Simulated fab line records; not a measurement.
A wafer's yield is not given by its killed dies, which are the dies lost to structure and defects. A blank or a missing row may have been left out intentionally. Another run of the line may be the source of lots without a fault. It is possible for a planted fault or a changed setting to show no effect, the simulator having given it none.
fab line records ; flow sfqLine
[record] lots = 14; wafers = 42; lastDay = 83
route steps=325 shown M0@39 M2@89 M3@131 M4@150
lots with no fault: from the same line, run without faults
startH: hours from the record's first day to the start of the lot's first wafer shown ; waitH: hours from the lot's prior step to this one ; " unchanged from the row above ; L1.1+2: one row covering several wafers at once ; - either no value or no given start ; * or withheld: withheld ; < > ~ a bound
route shown NAME@n: a module of which the file shows steps, and the number in the route of the first ; usual: average and standard deviation across the fault-free wafers ; same: alike in all rows ; chamber/n: place in a boat ; sites: each site's reading ; _std_site: standard deviation of those values ; _edge_site: outer sites' mean less inner sites' ; radiusMm: for every site, how far away it sits from the centre of the wafer ; mask NAME#n: copy n ; behind: the last tool/chamber to shape the wafer ; hold: reason for holding the lot/hours on hold/outcome of the hold ; device: transistor that didn't switch, given as n, p or np ; end of line: the route-end tests of the same wafers ; a step with no rows: only its recipe ; killed: at the first sort, the dies lost to defects and structure; wafer yield is something else ; map: dies across one wafer; x = killed, . = not, _ = none there
set.NAME: the setting the step ran with; set.NAME@STEP: the setting that earlier step ran with ; model.NAME: the simulator's own value behind a step, which no gauge read
route steps across a sampled set of lots; one table per step, one row per wafer
services: the hour from which a tool's chamber was out of use, counted from the record's first day as startH (under 0 if before that day), plus the number of hours and why
[[steps]]
[step SFQ_TRILAYER_M0_BARC_OPEN_METAL_ETCH_031]
[recipe] maskMaterial = PR; chemistry = O2; targetDepthNm = 125; target = BARC; icpW = 600; biasW = 80; pressureMtorr = 10; timeS = 41.7
[usual] drypumpMotorCurrentA = 5.9/0.57; oesProductAu = 0.685/0.0047
lot.wafer;tool;chamber;startH;waitH;drypumpMotorCurrentA;oesProductAu;rfHoursCounterH
L448.1;rieMetal-03;1;238.78;0.2;6.4;0.688;212
L448.4;rieMetal-03;1;238.78;0.2;6.4;0.687;-
L448.6;rieMetal-03;1;238.78;0.2;6.4;0.683;-
L450.1;rieMetal-04;0;252.54;0.0;6.2;0.689;120
L450.3;rieMetal-04;0;252.54;0.0;6.2;0.685;-
L450.4;rieMetal-04;1;252.54;0.0;5.1;0.693;-
L451.3;rieMetal-04;1;259.76;0.0;5.0;0.686;-
L451.4;rieMetal-04;0;259.76;0.0;6.3;0.687;-
L451.5;rieMetal-04;1;259.76;0.0;5.1;0.683;-
L452.4;rieMetal-02;1;267.00;0.1;6.0;0.688;-
L452.5;rieMetal-02;1;267.00;0.1;6.0;0.685;-
L452.6;rieMetal-02;1;267.00;0.1;6.0;0.682;-
L455.1;rieMetal-03;0;292.14;0.0;6.3;0.677;3
L455.3;rieMetal-03;0;292.14;0.0;6.3;0.680;-
L455.5;rieMetal-03;0;292.14;0.0;6.3;0.685;-
L458.2;rieMetal-02;1;307.86;0.0;6.0;0.687;117
L458.4;rieMetal-02;1;307.86;0.0;5.9;0.682;-
L458.6;rieMetal-02;0;307.86;0.0;4.8;0.685;-
L459.4;rieMetal-04;1;318.61;0.0;5.1;0.687;-
L459.5;rieMetal-04;0;318.61;0.0;6.2;0.679;-
L459.6;rieMetal-04;1;318.61;0.0;5.1;0.684;-
L464.1;rieMetal-04;1;363.11;0.0;5.0;0.691;95
L464.3;rieMetal-04;1;363.11;0.0;5.0;0.683;-
L464.5;rieMetal-04;0;363.11;0.0;6.2;0.693;-
L466.2;rieMetal-04;1;373.23;0.0;5.0;0.685;97
L466.3;rieMetal-04;1;373.23;0.0;5.0;0.678;-
L466.4;rieMetal-04;0;373.23;0.0;6.2;0.688;-
L467.2;rieMetal-03;1;386.43;0.0;6.5;0.686;11
L467.3;rieMetal-03;1;386.43;0.0;6.5;0.692;-
L467.5;rieMetal-03;1;386.43;0.0;6.4;0.692;-
L468.1;rieMetal-04;1;394.54;0.0;5.0;0.686;100
L468.2;rieMetal-04;0;394.54;0.0;6.2;0.687;141
L468.4;rieMetal-04;0;394.54;0.0;6.2;0.690;-
L469.2;rieMetal-02;1;410.16;0.0;6.0;0.679;-
L469.3;rieMetal-02;1;410.16;0.0;6.0;0.684;-
L469.6;rieMetal-02;1;410.16;0.0;6.0;0.689;-
L470.1;rieMetal-03;1;424.54;0.0;6.5;0.687;16
L470.3;rieMetal-03;0;424.54;0.0;6.3;0.681;-
L470.5;rieMetal-03;1;424.54;0.0;6.5;0.696;-
L471.1;rieMetal-02;1;428.14;0.0;6.0;0.676;134
L471.3;rieMetal-02;1;428.14;0.0;6.0;0.680;-
L471.4;rieMetal-02;1;428.14;0.0;6.0;0.687;-
[step SFQ_TRILAYER_M2_DEP_SPUTTER_055]
[recipe] material = Nb; basePressurePa = 1.33e-06; chamberPressurePa = 0.1333; substrateTempC = 20; resputterCathodeVoltageV = 400; targetThkNm = 200; powerW = 2000; timeS = 133.3
[usual] substrateTempC = 19.99/0.1; throttleValvePct = 29.9/1.2
lot.wafer;tool;chamber;startH;waitH;substrateTempC;throttleValvePct
L448.1;pvdSputter-03;-;370.00;0.0;19.99;30.5
L448.4;pvdSputter-03;-;370.00;0.0;20.00;31.0
L448.6;pvdSputter-03;-;370.00;0.0;19.87;30.1
L450.1;pvdSputter-06;-;527.09;0.0;20.07;30.5
L450.3;pvdSputter-06;-;527.09;0.0;19.93;27.9
L450.4;pvdSputter-06;-;527.09;0.0;19.98;28.8
L451.3;pvdSputter-03;-;532.72;0.0;19.98;29.0
L451.4;pvdSputter-03;-;532.72;0.0;19.99;30.9
L451.5;pvdSputter-03;-;532.72;0.0;19.93;30.3
L452.4;pvdSputter-03;-;548.07;0.0;20.12;31.3
L452.5;pvdSputter-03;-;548.07;0.0;19.75;28.9
L452.6;pvdSputter-03;-;548.07;0.0;20.04;30.7
L455.1;pvdSputter-06;-;584.25;0.0;20.13;27.7
L455.3;pvdSputter-06;-;584.25;0.0;20.04;30.3
L455.5;pvdSputter-06;-;584.25;0.0;19.93;28.8
L458.2;pvdSputter-03;-;616.00;0.0;19.98;31.1
L458.4;pvdSputter-03;-;616.00;0.0;19.96;29.1
L458.6;pvdSputter-03;-;616.00;0.0;19.88;30.6
L459.4;pvdSputter-03;-;626.88;0.0;19.88;30.9
L459.5;pvdSputter-03;-;626.88;0.0;20.01;30.9
L459.6;pvdSputter-03;-;626.88;0.0;20.01;29.0
L464.1;pvdSputter-03;-;823.85;0.0;20.09;30.4
L464.3;pvdSputter-03;-;823.85;0.0;19.92;31.5
L464.5;pvdSputter-03;-;823.85;0.0;19.96;30.7
L466.2;pvdSputter-06;-;832.25;0.0;19.94;28.2
L466.3;pvdSputter-06;-;832.25;0.0;19.83;28.7
L466.4;pvdSputter-06;-;832.25;0.0;20.30;30.7
L467.2;pvdSputter-03;-;838.39;0.0;20.06;29.1
L467.3;pvdSputter-03;-;838.39;0.0;19.73;30.5
L467.5;pvdSputter-03;-;838.39;0.0;20.07;31.1
L468.1;pvdSputter-03;-;847.97;0.0;20.01;30.4
L468.2;pvdSputter-03;-;847.97;0.0;19.83;31.4
L468.4;pvdSputter-03;-;847.97;0.0;19.98;30.9
L469.2;pvdSputter-03;-;865.99;0.0;20.10;28.9
L469.3;pvdSputter-03;-;865.99;0.0;20.09;31.6
L469.6;pvdSputter-03;-;865.99;0.0;20.07;31.5
L470.1;pvdSputter-03;-;875.59;0.0;20.05;30.5
L470.3;pvdSputter-03;-;875.59;0.0;19.94;31.5
L470.5;pvdSputter-03;-;875.59;0.0;19.86;30.4
L471.1;pvdSputter-06;-;879.39;0.0;19.98;31.0
L471.3;pvdSputter-06;-;879.39;0.0;20.04;27.8
L471.4;pvdSputter-06;-;879.39;0.0;19.93;28.9
[step SFQ_M2_RS_MEAS_914]
[recipe] thkMeasGauge = four-point-probe; reads = Nb_of_TRILAYER_M2_DEP_SPUTTER_055
[usual] M2_NB_RS = 0.891/0.01
lot.wafer;tool;chamber;startH;waitH;M2_NB_RS[ohm/sq]
L448.1;filmMetro-03;-;370.10;0.0;0.907
L448.4;filmMetro-03;-;370.10;0.0;0.904
L448.6;filmMetro-03;-;370.10;0.0;0.899
L450.1;filmMetro-02;-;527.18;0.0;0.896
L450.3;filmMetro-02;-;527.18;0.0;0.896
L450.4;filmMetro-02;-;527.18;0.0;0.892
L451.3;filmMetro-01;-;532.85;0.1;0.864
L451.4;filmMetro-01;-;532.85;0.1;0.876
L451.5;filmMetro-01;-;532.85;0.1;0.881
L452.4;filmMetro-03;-;548.22;0.1;0.890
L452.5;filmMetro-03;-;548.22;0.1;0.869
L452.6;filmMetro-03;-;548.22;0.1;0.884
L455.1;filmMetro-01;-;584.34;0.0;0.896
L455.3;filmMetro-01;-;584.34;0.0;0.903
L455.5;filmMetro-01;-;584.34;0.0;0.891
L458.2;filmMetro-01;-;616.11;0.1;0.885
L458.4;filmMetro-01;-;616.11;0.1;0.530
L458.6;filmMetro-01;-;616.11;0.1;0.536
L459.4;filmMetro-01;-;627.03;0.1;0.535
L459.5;filmMetro-01;-;627.03;0.1;0.896
L459.6;filmMetro-01;-;627.03;0.1;0.531
L464.1;filmMetro-03;-;823.94;0.0;0.906
L464.3;filmMetro-03;-;823.94;0.0;0.896
L464.5;filmMetro-03;-;823.94;0.0;0.898
L466.2;filmMetro-01;-;832.36;0.1;0.896
L466.3;filmMetro-01;-;832.36;0.1;0.889
L466.4;filmMetro-01;-;832.36;0.1;0.903
L467.2;filmMetro-01;-;838.50;0.1;0.894
L467.3;filmMetro-01;-;838.50;0.1;0.908
L467.5;filmMetro-01;-;838.50;0.1;0.912
L468.1;filmMetro-03;-;848.06;0.0;0.902
L468.2;filmMetro-03;-;848.06;0.0;0.889
L468.4;filmMetro-03;-;848.06;0.0;0.893
L469.2;filmMetro-03;-;866.10;0.1;0.878
L469.3;filmMetro-03;-;866.10;0.1;0.889
L469.6;filmMetro-03;-;866.10;0.1;0.887
L470.1;filmMetro-01;-;875.68;0.0;0.905
L470.3;filmMetro-01;-;875.68;0.0;0.890
L470.5;filmMetro-01;-;875.68;0.0;0.904
L471.1;filmMetro-02;-;879.48;0.0;0.898
L471.3;filmMetro-02;-;879.48;0.0;0.887
L471.4;filmMetro-02;-;879.48;0.0;0.901
[step SFQ_TRILAYER_M2_ETCH_METAL_ETCH_060]
[recipe] target = Nb; stopOn = SiO2; maskMaterial = PR; chemistry = Cl2/Ar; targetDepthNm = 240; icpW = 600; biasW = 80; pressureMtorr = 10; timeS = 120
[usual] drypumpMotorCurrentA = 5.7/0.66; oesProductAu = 0.894/0.007
lot.wafer;tool;chamber;startH;waitH;drypumpMotorCurrentA;oesProductAu;rfHoursCounterH
L448.1;rieMetal-04;0;515.40;0.0;6.2;0.881;157
L448.4;rieMetal-04;0;515.40;0.0;6.2;0.892;-
L448.6;rieMetal-04;1;515.40;0.0;5.0;0.894;-
L450.1;rieMetal-03;0;539.40;0.0;6.3;0.893;45
L450.3;rieMetal-03;1;539.40;0.0;6.5;0.890;-
L450.4;rieMetal-03;0;539.40;0.0;6.3;0.891;-
L451.3;rieMetal-04;1;546.74;0.1;5.0;0.904;-
L451.4;rieMetal-04;1;546.74;0.1;5.0;0.902;-
L451.5;rieMetal-04;1;546.74;0.1;5.0;0.901;-
L452.4;rieMetal-04;0;561.04;0.1;6.2;0.892;-
L452.5;rieMetal-04;1;561.04;0.1;5.0;0.912;-
L452.6;rieMetal-04;0;561.04;0.1;6.2;0.898;-
L455.1;rieMetal-03;0;731.81;0.0;6.3;0.897;72
L455.3;rieMetal-03;1;731.81;0.0;6.5;0.894;-
L455.5;rieMetal-03;0;731.81;0.0;6.3;0.893;-
L458.2;rieMetal-04;0;771.52;0.1;6.3;0.892;-
L458.4;rieMetal-04;0;771.52;0.1;6.2;1.003;-
L458.6;rieMetal-04;0;771.52;0.1;6.2;0.995;-
L459.4;rieMetal-03;0;781.06;0.1;6.3;0.997;-
L459.5;rieMetal-03;0;781.06;0.1;6.3;0.884;-
L459.6;rieMetal-03;1;781.06;0.1;6.5;0.996;-
L464.1;rieMetal-04;1;827.65;0.0;5.0;0.881;8
L464.3;rieMetal-04;1;827.65;0.0;5.0;0.894;-
L464.5;rieMetal-04;0;827.65;0.0;6.2;0.894;-
L466.2;rieMetal-03;0;835.05;0.0;6.3;0.890;92
L466.3;rieMetal-03;1;835.05;0.0;6.4;0.903;-
L466.4;rieMetal-03;0;835.05;0.0;6.3;0.884;-
L467.2;rieMetal-02;1;843.50;0.0;6.0;0.892;36
L467.3;rieMetal-02;1;843.50;0.0;6.0;0.883;-
L467.5;rieMetal-02;1;843.50;0.0;6.0;0.891;-
L468.1;rieMetal-03;0;852.47;0.0;6.3;0.884;95
L468.2;rieMetal-03;1;852.47;0.0;6.4;0.894;86
L468.4;rieMetal-03;1;852.47;0.0;6.4;0.886;-
L469.2;rieMetal-04;1;869.65;0.0;5.1;0.899;16
L469.3;rieMetal-04;1;869.65;0.0;5.0;0.896;-
L469.6;rieMetal-04;1;869.65;0.0;5.1;0.897;-
L470.1;rieMetal-02;1;878.20;0.0;6.0;0.889;41
L470.3;rieMetal-02;1;878.20;0.0;6.0;0.893;-
L470.5;rieMetal-02;0;878.20;0.0;4.9;0.885;-
L471.1;rieMetal-04;1;883.05;0.0;5.0;0.892;18
L471.3;rieMetal-04;1;883.05;0.0;5.0;0.903;-
L471.4;rieMetal-04;0;883.05;0.0;6.2;0.893;-
[step SFQ_TRILAYER_M3_STRIP_STRIP_079]
[recipe] gas = O2; powerW = 200; platenTempC = 40; overashFraction = 0.65; chemistry = O2; pressureMtorr = 50
[usual] drypumpMotorCurrentA = 5.9/0.53; oesProductAu = 0.999/0.0099
lot.wafer;tool;chamber;startH;waitH;drypumpMotorCurrentA;oesProductAu;rfHoursCounterH
L448.1;rieMetal-03;1;567.12;0.1;6.4;1.005;43
L448.4;rieMetal-03;0;567.12;0.1;6.3;0.989;-
L448.6;rieMetal-03;1;567.12;0.1;6.4;1.009;-
L450.1;rieMetal-03;1;712.74;0.1;6.5;0.988;60
L450.3;rieMetal-03;1;712.74;0.1;6.4;0.987;-
L450.4;rieMetal-03;0;712.74;0.1;6.3;0.998;-
L451.3;rieMetal-02;0;720.52;0.5;4.8;1.004;-
L451.4;rieMetal-02;0;720.52;0.5;4.8;1.017;-
L451.5;rieMetal-02;0;720.52;0.5;4.9;1.011;-
L452.4;rieMetal-01;0;751.34;0.2;5.8;0.994;-
L452.5;rieMetal-01;1;751.34;0.2;6.1;1.003;-
L452.6;rieMetal-01;0;751.34;0.2;5.9;0.993;-
L455.1;rieMetal-01;1;1002.15;0.1;6.0;0.995;91
L455.3;rieMetal-01;1;1002.15;0.1;6.0;1.000;-
L455.5;rieMetal-01;0;1002.15;0.1;5.9;1.002;-
L458.2;rieMetal-01;1;1039.48;0.1;6.1;0.997;97
L458.4;rieMetal-01;1;1039.48;0.1;6.1;1.009;-
L458.6;rieMetal-01;1;1039.48;0.1;6.1;1.004;-
L459.4;rieMetal-02;1;1050.48;0.2;6.0;0.987;-
L459.5;rieMetal-02;0;1050.48;0.2;4.8;1.004;-
L459.6;rieMetal-02;1;1050.48;0.2;6.0;0.980;-
L464.1;rieMetal-01;0;1098.28;0.1;5.9;0.991;77
L464.3;rieMetal-01;0;1098.28;0.1;5.9;0.979;-
L464.5;rieMetal-01;0;1098.28;0.1;5.9;0.978;-
L466.2;rieMetal-03;1;1106.68;0.1;6.4;1.011;128
L466.3;rieMetal-03;0;1106.68;0.1;6.3;1.003;-
L466.4;rieMetal-03;1;1106.68;0.1;6.4;0.998;-
L467.2;rieMetal-01;0;1113.88;0.1;5.9;0.980;80
L467.3;rieMetal-01;1;1113.88;0.1;6.1;0.993;-
L467.5;rieMetal-01;1;1113.88;0.1;6.1;0.999;-
L468.1;rieMetal-03;0;1124.68;0.1;6.3;0.989;141
L468.2;rieMetal-03;1;1124.68;0.1;6.4;0.999;129
L468.4;rieMetal-03;0;1124.68;0.1;6.3;0.985;-
L469.2;rieMetal-03;1;1144.61;0.1;6.4;0.993;132
L469.3;rieMetal-03;0;1144.61;0.1;6.3;1.000;-
L469.6;rieMetal-03;0;1144.61;0.1;6.3;0.995;-
L470.1;rieMetal-03;1;1157.63;0.1;6.4;0.993;135
L470.3;rieMetal-03;0;1157.63;0.1;6.3;0.998;-
L470.5;rieMetal-03;1;1157.63;0.1;6.5;0.986;-
L471.1;rieMetal-02;1;1160.21;0.2;6.0;0.987;87
L471.3;rieMetal-02;1;1160.21;0.2;6.0;0.993;-
L471.4;rieMetal-02;1;1160.21;0.2;6.0;0.984;-
[step SFQ_M4_RS_MEAS_924]
[recipe] thkMeasGauge = four-point-probe; reads = Nb_of_TRILAYER_M4_DEP_SPUTTER_091
[usual] M4_NB_RS = 0.888/0.01
lot.wafer;tool;chamber;startH;waitH;M4_NB_RS[ohm/sq]
L448.1;filmMetro-03;-;735.20;0.0;0.879
L448.4;filmMetro-03;-;735.20;0.0;0.886
L448.6;filmMetro-03;-;735.20;0.0;0.885
L450.1;filmMetro-01;-;878.24;0.0;0.876
L450.3;filmMetro-01;-;878.24;0.0;0.872
L450.4;filmMetro-01;-;878.24;0.0;0.880
L451.3;filmMetro-01;-;880.50;0.1;0.885
L451.4;filmMetro-01;-;880.50;0.1;0.909
L451.5;filmMetro-01;-;880.50;0.1;0.901
L452.4;filmMetro-03;-;891.19;0.1;0.891
L452.5;filmMetro-03;-;891.19;0.1;0.894
L452.6;filmMetro-03;-;891.19;0.1;0.891
L455.1;filmMetro-03;-;1059.84;0.0;0.891
L455.3;filmMetro-03;-;1059.84;0.0;0.887
L455.5;filmMetro-03;-;1059.84;0.0;0.890
L458.2;filmMetro-01;-;1093.07;0.1;0.888
L458.4;filmMetro-01;-;1093.07;0.1;0.886
L458.6;filmMetro-01;-;1093.07;0.1;0.890
L459.4;filmMetro-02;-;1100.43;0.1;0.890
L459.5;filmMetro-02;-;1100.43;0.1;0.894
L459.6;filmMetro-02;-;1100.43;0.1;0.901
L464.1;filmMetro-02;-;1242.11;0.0;0.880
L464.3;filmMetro-02;-;1242.11;0.0;0.893
L464.5;filmMetro-02;-;1242.11;0.0;0.891
L466.2;filmMetro-03;-;1250.83;0.1;0.886
L466.3;filmMetro-03;-;1250.83;0.1;0.891
L466.4;filmMetro-03;-;1250.83;0.1;0.890
L467.2;filmMetro-01;-;1253.43;0.1;0.905
L467.3;filmMetro-01;-;1253.43;0.1;0.883
L467.5;filmMetro-01;-;1253.43;0.1;0.896
L468.1;filmMetro-02;-;1270.01;0.0;0.882
L468.2;filmMetro-02;-;1270.01;0.0;0.876
L468.4;filmMetro-02;-;1270.01;0.0;0.887
L469.2;filmMetro-01;-;1280.83;0.1;0.903
L469.3;filmMetro-01;-;1280.83;0.1;0.888
L469.6;filmMetro-01;-;1280.83;0.1;0.900
L470.1;filmMetro-02;-;1298.35;0.0;0.878
L470.3;filmMetro-02;-;1298.35;0.0;0.873
L470.5;filmMetro-02;-;1298.35;0.0;0.872
L471.1;filmMetro-02;-;1300.14;0.0;0.878
L471.3;filmMetro-02;-;1300.14;0.0;0.893
L471.4;filmMetro-02;-;1300.14;0.0;0.901
[[services]]
tool;chamber;startH;hours;kind
rieMetal-02;-;227.32;28.1;pm
rieMetal-03;0;273.31;14.8;repair
rieMetal-04;-;275.47;2.8;pm
rieMetal-03;1;282.83;11.1;repair
pvdSputter-03;-;285.35;2.5;repair
pvdSputter-03;-;334.56;24.5;repair
rieMetal-02;-;359.72;14.6;pm
rieMetal-02;0;406.78;27.8;repair
pvdSputter-03;-;470.48;2.8;repair
pvdSputter-03;-;499.71;9.3;repair
rieMetal-03;-;524.13;0.1;repair
rieMetal-02;-;532.75;2.2;repair
rieMetal-03;-;571.23;2.8;pm
rieMetal-02;-;586.96;0.6;repair
rieMetal-04;-;589.99;1.6;repair
rieMetal-04;0;630.02;3.7;repair
rieMetal-02;1;717.69;7.4;repair
rieMetal-02;-;775.70;2.8;pm
rieMetal-04;-;786.78;0.5;repair
rieMetal-04;-;804.67;0.2;repair
pvdSputter-03;-;843.94;2.4;repair
pvdSputter-03;-;894.96;2.1;repair
pvdSputter-03;-;903.39;2.5;repair
rieMetal-03;1;1107.29;2.8;repair
[[key]]
[firstSign] step = SFQ_M2_RS_MEAS_914; reading = M2_NB_RS; direction = down; sigmas = 36; usual = 0.891; struck = 0.533
[effect] step = SFQ_TRILAYER_M2_ETCH_METAL_ETCH_060; reading = oesProductAu; direction = up; sigmas = 15; usual = 0.894; struck = 0.998
metAt SFQ_TRILAYER_M2_DEP_SPUTTER_055
struckLots L458,L459
struckWafers L458.4,L458.6,L459.4,L459.6
notActingAt SFQ_TRILAYER_M0_BARC_OPEN_METAL_ETCH_031,SFQ_TRILAYER_M3_STRIP_STRIP_079,SFQ_M4_RS_MEAS_924
onsetBetween 548.07 616.00
[fault] kind = processParameterDrift; tool = pvdSputter-03; chamber = -; onsetH = 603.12; steps = SFQ_TRILAYER_M2_DEP_SPUTTER_055; channel = targetThkNm; offset = 131.08; shape = step; endH = 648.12; scope = struckWafersOnly; actsIn = theseRecipesOnly; stated = 200
